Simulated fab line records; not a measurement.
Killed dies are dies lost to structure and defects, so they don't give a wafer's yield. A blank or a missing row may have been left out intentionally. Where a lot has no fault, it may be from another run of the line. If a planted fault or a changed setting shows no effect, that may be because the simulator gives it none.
A single fault, viewed from 2 desks / flow sky130 / what lay behind the numbers comes last; until then each desk has only its own

THE TOOL OWNER'S DESK: plasma asher-04
The tool's own readings at SKY_VIA3_STRIP_16 (strips in O2/N2): means of the sampled wafers that have a number, for each lot that ran on this tool. Any lot whose mean is over 4 standard deviations away from the usual mean is out of limits and marked OUT; that distance is given in the brackets.
Columns: A = chamber pressure mTorr at SKY_VIA3_STRIP_16, usual 1500.0 mTorr; B = drypump motor current A at SKY_VIA3_STRIP_16, usual 5.57 A; C = oes product au at SKY_VIA3_STRIP_16, usual 0.402 a.u.; D = strip time to endpoint s at SKY_VIA3_STRIP_16, usual 4.12 s
lot=L945; first seen here=day 41 21:54; A=1500.6; B=5.71; C=0.401; D=4.13
lot=L947; first seen here=day 42 04:15; A=1499.4; B=5.72; C=0.398; D=4.15
lot=L955; first seen here=day 44 11:13; A=1399.1 (-72) OUT; B=5.50; C=0.405; D=4.21
lot=L958; first seen here=day 45 09:04; A=1300.4 (-99 or more) OUT; B=5.31; C=0.399; D=4.29 (+5.7) OUT
This desk finds L955, L958 out of limits, L955 being first, at day 44 11:13 (chamber pressure mTorr at SKY_VIA3_STRIP_16). Within limits: L945, L947.

THE METROLOGY DESK
What the gauges read for every lot (on any tool): the sampled wafers with a number, averaged. Any lot whose mean is over 4 standard deviations away from the usual mean is out of limits and marked OUT; that distance is given in the brackets.
Columns: A = METAL3_OVL at SKY_METAL3_OVL_MEAS_14, usual -2 nm
lot=L939; first seen here=day 38 11:01; A=-4
lot=L940; first seen here=day 38 14:13; A=3
lot=L942; first seen here=day 39 19:01; A=-3
lot=L943; first seen here=day 40 10:01; A=-4
lot=L945; first seen here=day 40 19:52; A=-5
lot=L946; first seen here=day 41 02:11; A=-8
lot=L947; first seen here=day 41 02:36; A=0
lot=L948; first seen here=day 41 03:37; A=-1
lot=L950; first seen here=day 41 23:43; A=-2
lot=L955; first seen here=day 43 11:07; A=-5
lot=L958; first seen here=day 44 09:04; A=-4
lot=L961; first seen here=day 44 20:52; A=2
Finding of this desk: none of the 12 lots has anything out of limits.

TAKEN TOGETHER
At day 44 11:13, on L955, L958, the tool owner's desk was in a position to raise an alarm.
From the metrology desk's view, nothing was out of limits.
The metrology desk holds a record of L955, L958, inside its limits.
On plasma asher-04, each named lot ran SKY_VIA3_STRIP_16.

WHAT HAD BEEN PUT IN BY THE SIMULATOR
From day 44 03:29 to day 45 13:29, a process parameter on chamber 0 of plasma asher-04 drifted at SKY_VIA3_STRIP_16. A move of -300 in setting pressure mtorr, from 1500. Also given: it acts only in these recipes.
Lots struck among those shown: L955, L958.
Each desk's first reading out of limits, in hours after the fault started: the tool owner's desk, 8.
